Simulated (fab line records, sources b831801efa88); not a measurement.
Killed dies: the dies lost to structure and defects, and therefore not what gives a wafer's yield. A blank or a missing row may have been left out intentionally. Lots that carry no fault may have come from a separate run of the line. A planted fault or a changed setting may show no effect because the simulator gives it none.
Matching of chambers -- flow gf180mcu -- 4 sister chambers for GF_V3_CMP_04 on cmp-02
The step polishes SiO2. 24 wafers are shown with their chamber, then 12 later ones without.

## WAFERS WITH THEIR CHAMBER
wafer,chamber,motor-current-A (A),time-to-endpoint-s (s)
L074.4,2,10.9,73
L074.5,1,14.0,78
L074.6,0,13.3,79
L075.2,0,12.5,81
L075.4,1,13.8,85
L075.6,2,11.2,85
L079.1,0,12.7,77
L079.3,3,13.5,80
L079.6,2,10.9,84
L081.1,2,11.5,78
L081.4,1,13.6,81
L081.5,0,12.6,75
L084.2,2,11.2,75
L084.3,3,13.8,78
L084.6,0,12.1,75
L085.1,3,13.4,76
L085.5,3,13.8,81
L085.6,0,12.7,83
L086.1,2,11.5,75
L086.2,1,14.1,76
L086.3,0,12.8,75
L090.1,1,13.6,79
L090.4,3,13.2,79
L090.6,1,15.0,82

SIGNATURES, as means of the wafers listed above
reading,chamber 0,chamber 1,chamber 2,chamber 3,scatter within a chamber
motor-current-A,12.671,14.017,11.200,13.540,0.372
time-to-endpoint-s,77.86,80.17,78.33,78.80,3.58
Rule: a wafer's distance from a chamber is the root of the sum, over the readings, of the square of ((its reading less the chamber's mean) divided by the reading's scatter). The wafer belongs to the nearest chamber; if the next one is less than 2 further off, it can't be placed. The scatter: the root of (the sum of the squares of (reading less its chamber's mean) over the shown wafers, divided by (wafers less chambers)).

## WAFERS WHOSE CHAMBER IS MISSING
wafer,motor-current-A (A),time-to-endpoint-s (s)
L091.1,10.9,76
L091.4,13.9,85
L091.6,11.6,82
L092.1,10.8,72
L092.2,13.7,75
L092.3,13.5,73
L096.1,12.3,68
L096.4,11.0,75
L096.6,11.5,72
L097.4,13.9,75
L097.5,12.8,76
L097.6,14.0,83

## EACH ONE'S CHAMBER
wafer,from the rows above,in truth
L091.1,2,2
L091.4,can't be placed: 1 or 3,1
L091.6,can't be placed: 2 or 0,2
L092.1,2,2
L092.2,can't be placed: 3 or 1 or 0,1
L092.3,can't be placed: 3 or 1 or 0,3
L096.1,can't be placed: 0 or 2 or 3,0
L096.4,2,2
L096.6,can't be placed: 2 or 0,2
L097.4,can't be placed: 3 or 1 or 0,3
L097.5,can't be placed: 0 or 3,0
L097.6,can't be placed: 1 or 3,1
Placed correctly: 3 of 12. These rows do not allow placing 9 (true chamber among the candidates in 9). Placed wrongly: 0.
